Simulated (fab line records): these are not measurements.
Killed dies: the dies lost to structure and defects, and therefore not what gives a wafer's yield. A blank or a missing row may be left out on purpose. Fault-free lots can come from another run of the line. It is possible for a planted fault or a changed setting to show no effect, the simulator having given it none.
Which tool did it? | flow gf180mcu | 11 lots with 33 wafers sampled at 5 steps, on a route of 602 steps

WHAT THE GAUGES SHOWED, per wafer
GF_M2_CD_MEAS_14 targets a cd of 280 nm.
lot  | measured     | on        | cd_nm (nm)
L630 | day 19 02:49 | cd_sem-01 | 280.8 279.6 280.9
L631 | day 19 13:33 | cd_sem-02 | 279.2 279.8 279.1
L632 | day 19 19:24 | cd_sem-02 | 278.8 278.3 280.0
L634 | day 20 21:19 | cd_sem-01 | 280.7 280.5 281.1
L635 | day 21 02:57 | cd_sem-01 | 281.6 279.6 280.5
L642 | day 23 17:58 | cd_sem-02 | 285.5 285.2 285.0
L648 | day 25 18:55 | cd_sem-01 | 282.5 281.8 282.6
L650 | day 26 05:07 | cd_sem-01 | 277.9 277.6 278.4
L651 | day 26 14:13 | cd_sem-01 | 279.2 279.2 280.4
L652 | day 26 20:07 | cd_sem-01 | 280.6 279.4 280.4
L653 | day 27 00:55 | cd_sem-01 | 279.4 281.0 280.3

WHICH TOOL RAN EACH LOT (tool, then ch and the chambers of the sampled wafers, then the start)
lot  | GF_V1_CMP_26                  | GF_M2_SPUTTER_00             | GF_M2_SPUTTER_04             | GF_M2_COAT_09
L630 | cmp-02 ch 0,3, day 18 02:39   | pvd_sputter-01, day 18 02:57 | pvd_sputter-01, day 18 03:08 | litho_track-02 ch 0, day 18 14:59
L631 | cmp-01 ch 0,1,2, day 18 12:53 | pvd_sputter-02, day 18 13:11 | pvd_sputter-02, day 18 13:22 | litho_track-04 ch 0, day 19 00:43
L632 | cmp-01 ch 0,1,2, day 18 19:07 | pvd_sputter-01, day 18 19:25 | pvd_sputter-01, day 18 19:35 | litho_track-02 ch 0, day 19 07:00
L634 | cmp-01 ch 0,3, day 19 20:34   | pvd_sputter-04, day 19 20:49 | pvd_sputter-04, day 19 21:00 | litho_track-01 ch 0, day 20 08:58
L635 | cmp-02 ch 0,1,3, day 20 02:43 | pvd_sputter-02, day 20 02:58 | pvd_sputter-02, day 20 03:09 | litho_track-02 ch 0, day 20 14:51
L642 | cmp-02 ch 0,3, day 22 18:44   | pvd_sputter-04, day 22 19:04 | pvd_sputter-04, day 22 19:15 | litho_track-02 ch 0, day 23 06:09
L648 | cmp-01 ch 0,1, day 24 20:46   | pvd_sputter-02, day 24 21:01 | pvd_sputter-02, day 24 21:11 | litho_track-04 ch 0, day 25 07:47
L650 | cmp-01 ch 0,1, day 25 06:46   | pvd_sputter-01, day 25 07:04 | pvd_sputter-01, day 25 07:15 | litho_track-04 ch 0, day 25 18:20
L651 | cmp-02 ch 0,1,3, day 25 16:29 | pvd_sputter-01, day 25 16:47 | pvd_sputter-01, day 25 16:58 | litho_track-01 ch 0, day 26 03:14
L652 | cmp-01 ch 0,1,3, day 25 23:16 | pvd_sputter-01, day 25 23:28 | pvd_sputter-01, day 25 23:40 | litho_track-04 ch 0, day 26 09:56
L653 | cmp-02 ch 0,3, day 26 04:08   | pvd_sputter-04, day 26 04:26 | pvd_sputter-04, day 26 04:37 | litho_track-04 ch 0, day 26 15:04
- GF_V1_CMP_26: polishes, stops on SiO2, t overpolish 15 s, target thk 0 nm.
- GF_M2_SPUTTER_00: material Ti, target thk 37.5 nm, time 150 s.
- GF_M2_SPUTTER_04: material TiN, target thk 50 nm, time 41.7 s.
- GF_M2_COAT_09: resist thk 1000 nm.

AS READ BY THE TOOLS THEMSELVES (means over the sampled wafers that have a number; for cases with no such wafer, the mark the record gives instead)
GF_V1_CMP_26.
lot  | tool   | motor_current_A (A) | overpolish_run_s (s) | time_to_endpoint_s (s)
L630 | cmp-02 | 10.6                | 15.000               | 84.1
L631 | cmp-01 | 11.4                | 15.004               | 84.6
L632 | cmp-01 | 11.6                | 14.998               | 84.0
L634 | cmp-01 | 10.5                | 15.010               | 88.2
L635 | cmp-02 | 11.1                | 14.995               | 81.8
L642 | cmp-02 | 10.1                | 15.000               | 88.3
L648 | cmp-01 | 10.7                | 14.989               | 85.6
L650 | cmp-01 | 10.9                | 15.008               | 84.6
L651 | cmp-02 | 10.9                | 14.995               | 89.9
L652 | cmp-01 | 10.6                | 14.999               | 87.1
L653 | cmp-02 | 10.0                | 15.005               | 87.9

GF_M2_SPUTTER_00.
lot  | tool           | cathode_dc_power_W (W) | throttle_valve_pct (%)
L630 | pvd_sputter-01 | 3999.6                 | 29.6
L631 | pvd_sputter-02 | 4000.6                 | 29.0
L632 | pvd_sputter-01 | 3999.3                 | 28.8
L634 | pvd_sputter-04 | 3999.8                 | 30.5
L635 | pvd_sputter-02 | 3999.9                 | 29.6
L642 | pvd_sputter-04 | 4000.1                 | 30.2
L648 | pvd_sputter-02 | 4000.0                 | 29.0
L650 | pvd_sputter-01 | 4000.4                 | 29.5
L651 | pvd_sputter-01 | 3999.9                 | 28.9
L652 | pvd_sputter-01 | 4000.2                 | 29.9
L653 | pvd_sputter-04 | 3999.5                 | 30.5

GF_M2_SPUTTER_04.
lot  | tool           | cathode_dc_power_W (W) | throttle_valve_pct (%)
L630 | pvd_sputter-01 | 6499.4                 | 29.5
L631 | pvd_sputter-02 | 6499.1                 | 28.9
L632 | pvd_sputter-01 | 6500.1                 | 28.8
L634 | pvd_sputter-04 | 6499.3                 | 30.4
L635 | pvd_sputter-02 | 6500.2                 | 29.6
L642 | pvd_sputter-04 | 6500.0                 | 30.3
L648 | pvd_sputter-02 | 6500.0                 | 28.9
L650 | pvd_sputter-01 | 6499.1                 | 29.7
L651 | pvd_sputter-01 | 6499.6                 | 28.9
L652 | pvd_sputter-01 | 6499.5                 | 29.8
L653 | pvd_sputter-04 | 6500.5                 | 30.4

GF_M2_COAT_09.
lot  | tool           | exhaust_pa (Pa)
L630 | litho_track-02 | 45.3
L631 | litho_track-04 | 43.9
L632 | litho_track-02 | 45.1
L634 | litho_track-01 | 45.9
L635 | litho_track-02 | 45.4
L642 | litho_track-02 | 44.1
L648 | litho_track-04 | 44.0
L650 | litho_track-04 | 44.3
L651 | litho_track-01 | 44.9
L652 | litho_track-04 | 45.1
L653 | litho_track-04 | 45.7

THE ANSWER, worked out from the rows above alone
Rule: the usual values come from the lots themselves. Put in order of their means at a reading, lots are off if they are a third of the lots or fewer, leave a main group of 4 or more, and stand apart from it by a gap of 3 or more times the standard deviation of the main group's means; of several such gaps the widest counts. A main group is skipped when, at the precision printed for the reading in the tables above, its means are all equal. Also off: a lot with no number at a reading for which 4 or more lots have one. All remaining lots with rows at the step are treated as sound. First the gauges in route order, then the tools' own readings, where a lot's mean is used as printed above. At the first step where some lot is off, the reading lying furthest off is the one used; lots without a number count as furthest.
Nothing can be told from this: no lot is off at any reading shown.

WHAT THE SIMULATOR HAD INSERTED
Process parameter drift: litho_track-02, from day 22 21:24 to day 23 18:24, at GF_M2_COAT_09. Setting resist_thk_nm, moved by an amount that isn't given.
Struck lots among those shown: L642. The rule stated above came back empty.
